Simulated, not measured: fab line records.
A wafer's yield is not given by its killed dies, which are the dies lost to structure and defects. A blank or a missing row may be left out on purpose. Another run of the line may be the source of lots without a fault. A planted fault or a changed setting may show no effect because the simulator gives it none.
A lot that was struck, set against a sound lot ; flow sky130 ; 15 out of 708 route steps
Sound: the wafers L974.2, L974.5, L974.6. The struck wafers were L983.1, L983.2, L983.5. At the end, the cause is stated.
Per side, at each step with rows, come the tool, then ch with its chambers, and then its first start. Under that, the readings that differ: sound wafers ; struck wafers ; difference of the means ; sigmas: that difference in standard deviations of wafers without a fault.
alike: readings whose means differ by less than 2 such deviations, and words and numbers that are the same on both sides. not compared: withheld readings, readings that some wafer has no value for, bounds like >300 that may hide the same value, and numbers for which the record gives no deviation and whose values overlap.
A row with sigmas, a row that says differs or no value, or rows on one side alone: a step with any of these is where the two part. Numbers that have no deviation but don't overlap get no sigmas and don't part them. A reading missing from all wafers of one side parts the sides only when that side holds two or more wafers.

first, 6 steps without rows for these wafers: SKY_FIELD_ISO_COAT_07 (resist thk 60 nm); SKY_FIELD_ISO_COAT_08 (resist thk 450 nm); SKY_FIELD_ISO_SOFTBAKE_09 (time 90 s); SKY_FIELD_ISO_EXPOSE_10 (exposes mask FOM, target cd 150 nm); SKY_FIELD_ISO_PEB_11; SKY_FIELD_ISO_DEVELOP_12 (develop time 57.78 s).
SKY_FIELD_ISO_CD_MEAS_13: the cd target is 150 nm.
  sound on cdSem-01, day 2 10:01; struck on cdSem-02, day 4 08:52
  alike: cdNm
SKY_FIELD_ISO_ETCH_14: etches BARC in N2/H2, stops on SiO2, time 45.9 s, target depth 60 nm.
  sound on rieDiel-03 ch 0,1,3, day 2 10:07; struck on rieDiel-01 ch 0,1,3, day 4 08:59
  alike: drypumpMotorCurrentA, n2FlowSccm, oesProductAu, throttleValvePct
  not compared: rfHoursCounterH
SKY_FIELD_ISO_ETCH_15: etches the open film in CHF3/O2, stops on Si, target depth 180 nm, time 72 s.
  sound on rieDiel-03 ch 0,1,3, day 2 10:09; struck on rieDiel-01 ch 0,1,3, day 4 09:01
  alike: drypumpMotorCurrentA, oesProductAu, throttleValvePct
  not compared: rfHoursCounterH
SKY_FIELD_ISO_STRIP_16: strips in O2/N2.
  sound on plasmaAsher-04 ch 0,1, day 2 10:13; struck on plasmaAsher-03 ch 0,1, day 4 09:05
  alike: drypumpMotorCurrentA, n2FlowSccm, oesProductAu, stripTimeToEndpointS
  not compared: rfHoursCounterH
SKY_FIELD_ISO_ETCH_17: etches Si in HBr/Cl2/O2, target depth 342 nm, time 97.7 s.
  sound on rieSi-02 ch 0,1,2, day 2 10:19; struck on rieSi-02 ch 0,2,3, day 4 09:11
  alike: drypumpMotorCurrentA, oesProductAu, throttleValvePct
  not compared: rfHoursCounterH
then, 1 step without rows for these wafers: SKY_FIELD_ISO_WET_ETCH_18 (etches Si3N4 in H3PO4, target depth 25 nm, time 286 s).
SKY_FIELD_ISO_CLEAN_19: cleans in SC1/SC2, time 150 s.
  sound on wetBench-01 ch 2, day 2 10:28; struck on wetBench-04 ch 3, day 4 09:20
reading;sound;struck;difference;sigmas
runLengthS (s);176 176 176;156 156 156;-20;-5
then, 1 step without rows for these wafers: SKY_FIELD_ISO_CLEAN_20 (cleans in dHF, time 20 s).
-- record jumps: 45 days separate the struck wafers' starts on either side; left off in module FIELD_ISO, taken up again in module PAD_OPEN, whose first shown step is the route's number 708 --
SKY_PAD_OPEN_PROBE_99:
  sound on prober-02, day 45 21:04; struck on prober-02, day 49 02:07
  alike: killed_at_M0_to_M3, killed_at_M4_up, killedAtContacts, killedAtFrontEnd, killedAtOther, killedDies, killedOpen, killedShort

## WHERE THEY PART
SKY_FIELD_ISO_CLEAN_19 only, going by this record. Later steps at which nothing parts them and some readings are alike: SKY_PAD_OPEN_PROBE_99.

WHY: the cause the simulator had injected
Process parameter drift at SKY_FIELD_ISO_CLEAN_19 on wetBench-04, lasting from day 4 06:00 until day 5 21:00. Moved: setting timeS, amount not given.
